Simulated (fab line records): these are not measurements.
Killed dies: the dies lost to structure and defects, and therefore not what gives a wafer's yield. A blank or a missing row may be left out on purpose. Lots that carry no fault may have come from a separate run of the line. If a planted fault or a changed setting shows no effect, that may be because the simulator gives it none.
Problem report, 8D (eight disciplines) form, completed by code / flow gf180mcu / the parts of the form that need people (team, actions taken, sign-off) are left out

1. THE ISSUE
Mean NSD_RS at GF_PSD_RS_MEAS_14: 42.60 ohm/sq over 6 wafers in 2 lots; fault-free wafers: 46.13 ohm/sq, standard deviation 0.094. Measured from the usual mean, that is -38 standard deviations.
The step: measures by four-point-probe.
First observed at day 19 13:57: wafer L593.1, on filmMetro-02. The record holds 39 wafers of 13 lots with a number at this step. By rule, "out" or "out of limits" means more than 4 standard deviations away from the usual mean. All remaining wafers that have a number are taken as sound.

2. WHAT IT IS, AND WHAT IT ISN'T
question=which readings at this step | is=NSD_RS | is not=-
question=which lots | is=L593, L594 | is not=L578, L580, L581, L582, L585, L587, L589, L590, L591, L600, L601
question=which wafers of those lots | is=all that have a number | is not=-
question=read on which gauges | is=filmMetro-02 | is not=filmMetro-03, filmMetro-04
question=when | is=from day 19 13:57 | is not=up to then (27 sound wafers); but 6 sound wafers of L600, L601 came after

3. SUSPECTS, AND WHAT RULES EACH OUT
Counting: a tool at a process step up to the reading stays a suspect if it ran every lot that is out and no sound lot after the first of them.
- the gauge at GF_PSD_RS_MEAS_14: kept. All the wafers that are out were read on filmMetro-02, and no step on other tools shows them out.
- rtpAnneal-01 at GF_PSD_RTA_13 (time 20 s): kept. Every lot that is out went through it, starting with L593 (day 19 13:52), and after that it ran no sound lot; the last sound lot it ran before then is L591 (day 18 22:39).
The count leaves filmMetro-02 at GF_PSD_RS_MEAS_14 and rtpAnneal-01 at GF_PSD_RTA_13.

4. THE CAUSE (what the simulator had put in)
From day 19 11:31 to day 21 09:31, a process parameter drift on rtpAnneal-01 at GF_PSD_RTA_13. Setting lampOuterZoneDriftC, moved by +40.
After counting, 2 suspects remain, this tool included.

5. SEQUENCE OF EFFECTS, ordered by route
Rows list readings where the struck wafers' mean (over those with a number) sits beyond 3 standard deviations from the usual. Only readings for which the record gives a usual standard deviation are gone through. hours: the time from each lot's start at the first step in this table that gives one to its start at this step, as a median over the lots. sigmas: the change in usual standard deviations.
hours=0; step=GF_PSD_RS_MEAS_14; reading=NSD_RS; usual=46.13 ohm/sq; on struck wafers=42.60; change=-3.53; sigmas=-38
hours=0; step=GF_PSD_RS_MEAS_15; reading=PSD_RS; usual=108.55 ohm/sq; on struck wafers=98.57; change=-9.98; sigmas=-36

6. HOW IT WOULD HAVE BEEN CAUGHT EARLIER
In this record the first reading out of limits at a measuring or inspecting step was taken at day 19 13:57, 2 hours after the fault began at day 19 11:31.
Tool readings at GF_PSD_RTA_13 with a usual standard deviation given in the record: none out on any struck wafer, hence no alarm at a limit of 4 standard deviations on them.
Of the lots that are out (2), L594 began GF_PSD_RTA_13 on rtpAnneal-01 after day 19 13:57. A hold on the tool at that time would have spared it.
